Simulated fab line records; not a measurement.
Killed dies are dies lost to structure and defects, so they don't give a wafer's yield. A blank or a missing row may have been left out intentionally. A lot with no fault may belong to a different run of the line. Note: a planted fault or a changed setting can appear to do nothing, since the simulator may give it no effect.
fab line records	flow sky130
record: lots: 11	wafers: 32	lastDay: 50
route steps=708 shown METAL4@600 VIA4@650 PAD_OPEN@708
lots that met no fault: from a run of the same line without faults
startH: start of the lot's first displayed wafer, in hours after the record's first day	waitH: hours since the lot's step before	" as in the row above	L1.1+2: a single row standing in for several wafers	- no value, or no start given	* or withheld: withheld	< > ~ a bound
route shown NAME@n: NAME is a module with steps in the file, n the number in the route of the first one	usual: mean/standard deviation taken from wafers without a fault	same: alike in all rows	chamber/n: place in a boat	sites: the reading at each site	_std_site: how widely they spread, as a standard deviation	_edge_site: the outer-site mean with the inner-site mean subtracted	radiusMm: for every site, how far away it sits from the centre of the wafer	mask NAME#n: copy n	behind: tool/chamber where the wafer was last shaped	hold: why the lot went on hold/how many hours it stayed there/how the hold came to an end	device: the n, p or np transistor that did not switch	end of line: the same wafers' tests at the end of the route	where a step has no rows: the recipe by itself	killed: the dies lost at the first sort to structure and to defects; this is not the yield of the wafer	map: the dies of a wafer, with x for killed, . for not killed, _ for no die there
set.NAME: the setting that was run; set.NAME@STEP: the one run at that earlier step	model.NAME: the simulator's own value behind a step, which no gauge read
a sample of lots followed through the steps of the route, with each step as a table and each wafer as a row
services: from which hour (startH, from the record's first day; less than 0 if before it) a tool's chamber was out of use, for how many hours, and why
== steps ==
step: SKY_METAL4_SPUTTER_02
recipe: material: AlCu	targetThkNm: 735	powerW: 10600	timeS: 39.1	chamberPressurePa: 0.4
usual: throttleValvePct: 30.3/0.88
lot.wafer	tool	chamber	startH	waitH	throttleValvePct
L824.2	pvdSputter-03	-	919.99	0.0	29.5
L824.4	"	-	"	"	30.7
L824.5	"	-	"	"	29.8
L826.3	pvdSputter-04	-	940.90	0.0	30.9
L826.4	"	-	"	"	30.9
L826.6	"	-	"	"	30.8
L827.1	pvdSputter-02	-	944.38	0.0	27.9
L827.2	"	-	"	"	29.1
L827.6	"	-	"	"	29.2
L828.1	pvdSputter-03	-	950.50	0.0	29.5
L828.2	"	-	"	"	29.3
L828.3	"	-	"	"	31.0
L829.3	pvdSputter-03	-	964.47	0.0	31.4
L829.4	"	-	"	"	30.9
L829.5	"	-	"	"	31.2
L831.2	pvdSputter-04	-	982.96	0.0	30.7
L831.3	"	-	"	"	30.8
L831.4	"	-	"	"	30.4
L837.3	pvdSputter-03	-	1022.42	0.0	29.5
L837.6	"	-	"	"	30.7
L839.1	pvdSputter-03	-	1029.20	0.0	30.8
L839.5	"	-	"	"	31.6
L839.6	"	-	"	"	29.6
L841.2	pvdSputter-02	-	1042.72	0.0	29.2
L841.4	"	-	"	"	29.2
L841.6	"	-	"	"	29.5
L844.1	pvdSputter-04	-	1063.43	0.0	30.4
L844.2	"	-	"	"	30.8
L844.4	"	-	"	"	30.8
L846.1	pvdSputter-04	-	1070.58	0.0	30.2
L846.4	"	-	"	"	31.2
L846.6	"	-	"	"	30.9
step: SKY_METAL4_OVL_MEAS_14
usual: METAL4_OVL: 0/5.6
lot.wafer	tool	chamber	startH	waitH	METAL4_OVL[nm]
L824.2	overlay-01	-	969.57	0.1	5
L824.4	"	-	"	"	-4
L824.5	"	-	"	"	-2
L826.3	overlay-01	-	990.13	0.1	-6
L826.4	"	-	"	"	-5
L826.6	"	-	"	"	-11
L827.1	overlay-02	-	993.04	0.1	-3
L827.2	"	-	"	"	-1
L827.6	"	-	"	"	1
L828.1	overlay-02	-	999.02	0.1	-3
L828.2	"	-	"	"	-10
L828.3	"	-	"	"	-2
L829.3	overlay-02	-	1012.47	0.1	9
L829.4	"	-	"	"	-2
L829.5	"	-	"	"	-4
L831.2	overlay-02	-	1030.18	0.1	-7
L831.3	"	-	"	"	-6
L831.4	"	-	"	"	1
L837.3	overlay-01	-	1067.30	0.1	4
L837.6	"	-	"	"	4
L839.1	overlay-02	-	1072.91	0.1	-11
L839.5	"	-	"	"	-3
L839.6	"	-	"	"	3
L841.2	overlay-01	-	1086.00	0.1	0
L841.4	"	-	"	"	5
L841.6	"	-	"	"	1
L844.1	overlay-01	-	1105.24	0.1	11
L844.2	"	-	"	"	8
L844.4	"	-	"	"	5
L846.1	overlay-01	-	1112.62	0.1	-1
L846.4	"	-	"	"	-8
L846.6	"	-	"	"	-9
step: SKY_METAL4_METAL_ETCH_18
recipe: targetDepthA: 8450	stopOn: SiO2	overEtchFrac: 0.3	timeS: 183.1	chemistry: Cl2/BCl3	resistSidewallDeg: 88	pressureMtorr: 10	icpW: 900	biasW: 48.5	Cl2_flow_sccm: 60	bcl3FlowSccm: 30
usual: biasW: 48.50/0.16	drypumpMotorCurrentA: 5.7/0.41	oesProductAu: 0.865/0.0061	overEtchFrac: 0.3/0	throttleValvePct: 22.266/0.0093
lot.wafer	tool	chamber	startH	waitH	biasW	drypumpMotorCurrentA	oesProductAu	overEtchFrac	rfHoursCounterH	throttleValvePct
L824.2	rieMetal-04	1	969.74	0.0	48.52	6.4	0.871	0.3	8	22.276
L824.4	"	1	"	"	48.62	6.4	0.864	0.3	-	22.271
L824.5	"	1	"	"	48.61	6.4	0.875	0.3	-	22.264
L826.3	rieMetal-02	0	990.37	0.1	48.69	5.3	0.861	0.3	-	22.271
L826.4	"	1	"	"	48.46	5.6	0.859	0.3	-	22.246
L826.6	"	1	"	"	48.63	5.6	0.855	0.3	-	22.269
L827.1	rieMetal-03	0	993.23	0.0	48.29	5.3	0.870	0.3	15	22.269
L827.2	"	1	"	"	48.73	5.9	0.870	0.3	17	22.267
L827.6	"	1	"	"	48.34	5.9	0.872	0.3	-	22.274
L828.1	rieMetal-03	1	999.21	0.0	48.57	5.9	0.856	0.3	18	22.268
L828.2	"	0	"	"	48.68	5.2	0.858	0.3	16	22.254
L828.3	"	1	"	"	48.42	5.9	0.862	0.3	-	22.249
L829.3	rieMetal-02	1	1012.70	0.1	48.49	5.6	0.858	0.3	-	22.265
L829.4	"	0	"	"	48.34	5.3	0.865	0.3	-	22.275
L829.5	"	1	"	"	48.58	5.6	0.862	0.3	-	22.263
L831.2	rieMetal-04	0	1030.36	0.0	48.24	5.7	0.864	0.3	5	22.268
L831.3	"	1	"	"	48.27	6.4	0.866	0.3	-	22.251
L831.4	"	0	"	"	48.61	5.7	0.864	0.3	-	22.267
L837.3	rieMetal-04	0	1067.54	0.1	48.71	5.7	0.800	0.51568	-	22.260
L837.6	"	1	"	"	48.55	6.4	0.802	0.51568	-	22.259
L839.1	rieMetal-04	0	1073.10	0.0	48.18	5.7	0.792	0.51568	8	22.266
L839.5	"	0	"	"	48.29	5.7	0.807	0.51568	-	22.274
L839.6	"	1	"	"	48.57	6.4	0.801	0.51568	-	22.266
L841.2	rieMetal-03	1	1086.18	0.0	48.68	5.9	0.855	0.3	23	22.270
L841.4	"	0	"	"	48.56	5.2	0.854	0.3	-	22.268
L841.6	"	0	"	"	48.54	5.3	0.861	0.3	-	22.245
L844.1	rieMetal-02	1	1105.43	0.0	48.61	5.6	0.866	0.3	22	22.268
L844.2	"	0	"	"	48.38	5.3	0.858	0.3	19	22.280
L844.4	"	1	"	"	48.69	5.6	0.861	0.3	-	22.270
L846.1	rieMetal-02	0	1112.81	0.0	48.65	5.3	0.866	0.3	20	22.269
L846.4	"	1	"	"	48.46	5.6	0.857	0.3	-	22.263
L846.6	"	0	"	"	48.55	5.3	0.870	0.3	-	22.253
step: SKY_METAL4_STRIP_19
recipe: chemistry: O2/N2	powerW: 1400	pressureMtorr: 1500	platenTempC: withheld	o2FlowSccm: 3000	n2FlowSccm: 300	overashFraction: 0.5
usual: drypumpMotorCurrentA: 6.1/0.46	oesProductAu: 0.505/0.0054	stripTimeToEndpointS: 6.59/0.058
lot.wafer	tool	chamber	startH	waitH	drypumpMotorCurrentA	oesProductAu	rfHoursCounterH	stripTimeToEndpointS
L824.2	plasmaAsher-04	0	969.92	0.1	6.4	0.498	20	6.56
L824.4	"	0	"	"	6.4	0.498	-	6.48
L824.5	"	1	"	"	6.5	0.508	-	6.56
L826.3	plasmaAsher-03	0	990.52	0.1	6.4	0.510	-	6.58
L826.4	"	1	"	"	5.3	0.501	-	6.56
L826.6	"	0	"	"	6.5	0.500	-	6.63
L827.1	plasmaAsher-01	1	993.40	0.1	5.9	0.513	62	6.72
L827.2	"	0	"	"	5.8	0.502	62	6.64
L827.6	"	0	"	"	5.7	0.507	-	6.70
L828.1	plasmaAsher-03	1	999.38	0.1	5.3	0.498	121	6.64
L828.2	"	0	"	"	6.4	0.501	121	6.62
L828.3	"	0	"	"	6.4	0.499	-	6.57
L829.3	plasmaAsher-03	1	1012.86	0.1	5.3	0.515	-	6.61
L829.4	"	0	"	"	6.4	0.511	-	6.58
L829.5	"	1	"	"	5.3	0.508	-	6.60
L831.2	plasmaAsher-04	0	1030.53	0.1	6.4	0.501	24	6.54
L831.3	"	1	"	"	6.5	0.504	-	6.65
L831.4	"	0	"	"	6.4	0.498	-	6.62
L837.3	plasmaAsher-01	0	1067.69	0.1	5.8	0.470	-	5.68
L837.6	"	0	"	"	5.8	0.471	-	5.61
L839.1	plasmaAsher-03	0	1073.27	0.1	6.4	0.469	1	5.78
L839.5	"	0	"	"	6.4	0.465	-	5.66
L839.6	"	1	"	"	5.3	0.467	-	5.64
L841.2	plasmaAsher-03	1	1086.36	0.1	5.3	0.499	2	6.69
L841.4	"	1	"	"	5.3	0.511	-	6.64
L841.6	"	0	"	"	6.4	0.515	-	6.67
L844.1	plasmaAsher-04	1	1105.61	0.1	6.5	0.505	32	6.61
L844.2	"	0	"	"	6.4	0.499	32	6.64
L844.4	"	0	"	"	6.4	0.505	-	6.65
L846.1	plasmaAsher-03	1	1112.99	0.1	5.3	0.502	5	6.55
L846.4	"	1	"	"	5.3	0.496	-	6.57
L846.6	"	0	"	"	6.4	0.491	-	6.47
step: SKY_VIA4_OVL_MEAS_11
usual: VIA4_OVL: 0.1/1.2
lot.wafer	tool	chamber	startH	waitH	VIA4_OVL[nm]
L824.2	overlay-02	-	994.50	0.1	1.0
L824.4	"	-	"	"	-0.4
L824.5	"	-	"	"	0.6
L826.3	overlay-01	-	1014.22	0.1	-0.4
L826.4	"	-	"	"	-1.7
L826.6	"	-	"	"	-0.4
L827.1	overlay-01	-	1017.10	0.1	-1.8
L827.2	"	-	"	"	0.7
L827.6	"	-	"	"	0.5
L828.1	overlay-01	-	1023.24	0.1	0.2
L828.2	"	-	"	"	-1.5
L828.3	"	-	"	"	0.1
L829.3	overlay-01	-	1036.35	0.1	-1.0
L829.4	"	-	"	"	0.5
L829.5	"	-	"	"	-0.8
L831.2	overlay-01	-	1053.11	0.1	-1.4
L831.3	"	-	"	"	-0.2
L831.4	"	-	"	"	-0.1
L837.3	overlay-01	-	1089.26	0.1	-1.7
L837.6	"	-	"	"	-0.7
L839.1	overlay-01	-	1094.55	0.1	0.3
L839.5	"	-	"	"	-1.1
L839.6	"	-	"	"	0.5
L841.2	overlay-01	-	1107.01	0.1	1.6
L841.4	"	-	"	"	1.8
L841.6	"	-	"	"	2.5
L844.1	overlay-01	-	1126.09	0.1	-1.2
L844.2	"	-	"	"	-1.2
L844.4	"	-	"	"	-1.4
L846.1	overlay-02	-	1133.35	0.1	2.9
L846.4	"	-	"	"	1.6
L846.6	"	-	"	"	3.9
step: SKY_PAD_OPEN_PROBE_99
usual: defectLimitedYield: 82.6/1.9	killed_at_M0_to_M3: 43/6.5	killed_at_M4_up: 3.2/1.8	killedAtContacts: 24/5	killedAtFrontEnd: 15/4.1	killedAtOther: 0.3/0.54	killedDies: 85/9.3	killedOpen: 47/7.2	killedShort: 39/5.9	sort_bin_3_pad_short: 0.9/0.4	sort_bin_5_function: 10.3/1.5	sort_bin_6_memory: 6.2/1.2	sortNPass: 407/9.3	sortYieldPct: 82.6/1.9
same: grossDies: 492	killedAtBackSide: 0	sort_bin_4_leakage[%]: 0	sort_bin_8_speed[%]: 0
lot.wafer	tool	chamber	startH	waitH	defectLimitedYield[%]	killed_at_M0_to_M3	killed_at_M4_up	killedAtContacts	killedAtFrontEnd	killedAtOther	killedDies	killedOpen	killedShort	sort_bin_3_pad_short[%]	sort_bin_5_function[%]	sort_bin_6_memory[%]	sortNPass	sortYieldPct[%]
L827.1	prober-01	-	1086.69	0.1	85.8	33	2	21	14	0	70	37	32	0.4	7.5	6.3	422	85.8
L827.2	prober-01	-	1086.74	0.1	88.8	27	2	18	8	0	55	28	27	0.6	5.5	5.1	437	88.8
L827.6	prober-01	-	1086.94	0.2	85.0	35	2	16	20	1	74	35	39	0.4	7.7	6.9	418	85.0
L828.1	prober-02	-	1091.96	0.1	80.7	41	3	34	17	0	95	45	48	2.2	10.2	6.9	397	80.7
L828.2	prober-02	-	1092.01	0.1	82.3	41	3	30	13	0	87	56	31	0.8	11.0	5.9	405	82.3
L828.3	prober-02	-	1092.06	0.2	82.9	44	5	20	15	0	84	43	41	1.0	9.8	6.3	408	82.9
L839.1	prober-02	-	1157.61	0.1	83.9	38	2	22	16	1	79	39	40	1.0	10.6	4.5	413	83.9
L839.5	prober-02	-	1157.81	0.2	82.1	47	3	23	15	0	88	47	41	1.2	11.0	5.7	404	82.1
L839.6	prober-02	-	1157.86	0.2	80.5	49	3	26	18	0	96	54	42	1.0	10.8	7.7	396	80.5
L841.2	prober-01	-	1167.52	0.1	82.3	49	7	19	12	0	87	42	45	1.4	8.1	8.1	405	82.3
L841.4	prober-01	-	1167.62	0.2	85.2	42	1	23	7	0	73	45	28	1.0	9.6	4.3	419	85.2
L841.6	prober-01	-	1167.72	0.2	83.3	37	2	23	20	0	82	43	39	1.0	8.7	6.9	410	83.3
killed by level:class
L827.1 VIA1:geometricParticle:open=13 LI_CONTACT:geometricParticle:open=9 METAL2:geometricParticle:short=7 CONTACT:geometricParticle:open=5 FIELD_ISO:geometricParticle:short=4 FIELD_ISO:geometricParticle:open=4 VIA1:geometricParticle:short=3 LI_CONTACT:geometricParticle:short=3
L827.2 CONTACT:geometricParticle:open=8 VIA1:geometricParticle:open=7 VIA3:geometricParticle:open=6 CONTACT:geometricParticle:short=4 METAL1:geometricParticle:short=3 LOCAL_INTERCONNECT:geometricParticle:short=3 VIA1:geometricParticle:short=3 FIELD_ISO:geometricParticle:short=2
L827.6 VIA1:geometricParticle:open=7 FIELD_ISO:geometricParticle:short=5 POLY_GATE:geometricParticle:short=5 LI_CONTACT:geometricParticle:open=5 VIA2:geometricParticle:open=5 VIA3:geometricParticle:short=5 FIELD_ISO:geometricParticle:open=4 VIA2:geometricParticle:short=4
L828.1 CONTACT:geometricParticle:open=16 VIA1:geometricParticle:open=10 LI_CONTACT:geometricParticle:open=6 CONTACT:geometricParticle:short=6 METAL1:geometricParticle:short=6 FIELD_ISO:geometricParticle:short=5 LOCAL_INTERCONNECT:geometricParticle:short=5 METAL2:geometricParticle:short=5
L828.2 CONTACT:geometricParticle:open=14 VIA1:geometricParticle:open=10 VIA2:geometricParticle:open=9 LI_CONTACT:geometricParticle:open=7 VIA3:geometricParticle:open=6 POLY_GATE:geometricParticle:open=5 LOCAL_INTERCONNECT:geometricParticle:short=4 METAL2:geometricParticle:short=4
L828.3 CONTACT:geometricParticle:open=8 VIA1:geometricParticle:short=8 VIA2:geometricParticle:open=7 METAL1:geometricParticle:short=6 VIA1:geometricParticle:open=6 LI_CONTACT:geometricParticle:open=5 VIA3:geometricParticle:open=5 FIELD_ISO:geometricParticle:open=4
L839.1 CONTACT:geometricParticle:open=8 METAL1:geometricParticle:short=7 VIA1:geometricParticle:open=7 LI_CONTACT:geometricParticle:open=6 LOCAL_INTERCONNECT:geometricParticle:short=6 VIA3:geometricParticle:short=6 FIELD_ISO:geometricParticle:short=5 FIELD_ISO:geometricParticle:open=5
L839.5 VIA1:geometricParticle:open=12 LI_CONTACT:geometricParticle:open=9 METAL1:geometricParticle:short=8 VIA2:geometricParticle:open=6 CONTACT:geometricParticle:open=6 LOCAL_INTERCONNECT:geometricParticle:short=5 METAL2:geometricParticle:short=5 POLY_GATE:geometricParticle:open=4
L839.6 VIA1:geometricParticle:open=11 CONTACT:geometricParticle:open=10 VIA2:geometricParticle:open=8 METAL1:geometricParticle:short=7 VIA3:geometricParticle:open=7 POLY_GATE:geometricParticle:short=6 LI_CONTACT:geometricParticle:open=6 POLY_GATE:geometricParticle:open=5
L841.2 VIA1:geometricParticle:open=9 VIA1:geometricParticle:short=8 CONTACT:geometricParticle:open=7 METAL2:geometricParticle:short=7 VIA2:geometricParticle:open=6 FIELD_ISO:geometricParticle:short=5 VIA3:geometricParticle:open=5 CONTACT:geometricParticle:short=5
L841.4 CONTACT:geometricParticle:open=12 VIA1:geometricParticle:open=9 LI_CONTACT:geometricParticle:open=7 METAL1:geometricParticle:short=7 VIA2:geometricParticle:open=7 FIELD_ISO:geometricParticle:short=6 VIA3:geometricParticle:open=6 METAL2:geometricParticle:short=6
L841.6 FIELD_ISO:geometricParticle:open=9 VIA1:geometricParticle:short=8 LI_CONTACT:geometricParticle:open=6 CONTACT:geometricParticle:open=6 VIA1:geometricParticle:open=6 VIA2:geometricParticle:open=6 CONTACT:geometricParticle:short=5 VIA3:geometricParticle:open=5
== services ==
tool	chamber	startH	hours	kind
rieMetal-02	1	903.83	13.9	repair
pvdSputter-03	1	913.41	-	consumableReplace:kit
pvdSputter-03	1	913.41	18.0	scheduledDown
pvdSputter-03	1	913.41	18.0	ventCycle
plasmaAsher-04	-	920.69	20.8	repair
pvdSputter-02	-	929.54	5.4	repair
rieMetal-03	-	941.99	1.4	pm
rieMetal-03	-	951.21	4.3	pm
rieMetal-02	1	985.15	4.3	repair
plasmaAsher-04	-	995.83	14.6	pm
pvdSputter-04	-	1001.93	8.5	repair
pvdSputter-02	-	1011.57	13.5	repair
plasmaAsher-04	-	1026.18	3.5	repair
plasmaAsher-01	-	1040.34	2.0	repair
pvdSputter-04	-	1049.64	4.0	repair
pvdSputter-03	0	1053.41	-	consumableReplace:kit
plasmaAsher-03	-	1055.25	9.0	pm
plasmaAsher-03	0	1055.25	9.0	ventCycle
plasmaAsher-03	1	1055.25	9.0	ventCycle
plasmaAsher-03	0	1064.25	-	clean
plasmaAsher-03	1	1064.25	-	clean
plasmaAsher-03	-	1069.22	2.8	pm
rieMetal-02	-	1104.46	0.9	repair
rieMetal-03	-	1107.02	2.1	repair
== key ==
firstSign: step: SKY_METAL4_METAL_ETCH_18	reading: overEtchFrac	direction: up	sigmas: 99+	usual: 0.3	struck: 0.51568
effect: step: SKY_METAL4_METAL_ETCH_18	reading: oesProductAu	direction: down	sigmas: 11	usual: 0.865	struck: 0.800
effect: step: SKY_METAL4_STRIP_19	reading: stripTimeToEndpointS	direction: down	sigmas: 16	usual: *	struck: *
metAt SKY_METAL4_METAL_ETCH_18
struckLots L837,L839
notActingAt SKY_METAL4_SPUTTER_02,SKY_METAL4_OVL_MEAS_14,SKY_VIA4_OVL_MEAS_11
onsetBetween 1030.36 1067.54
fault: kind: processParameterDrift	tool: rieMetal-04	chamber: -	onsetH: 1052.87	steps: SKY_METAL4_METAL_ETCH_18	channel: overEtchFrac	offset: 0.21568	shape: step	endH: 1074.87	actsIn: theseRecipesOnly	stated: 0.3
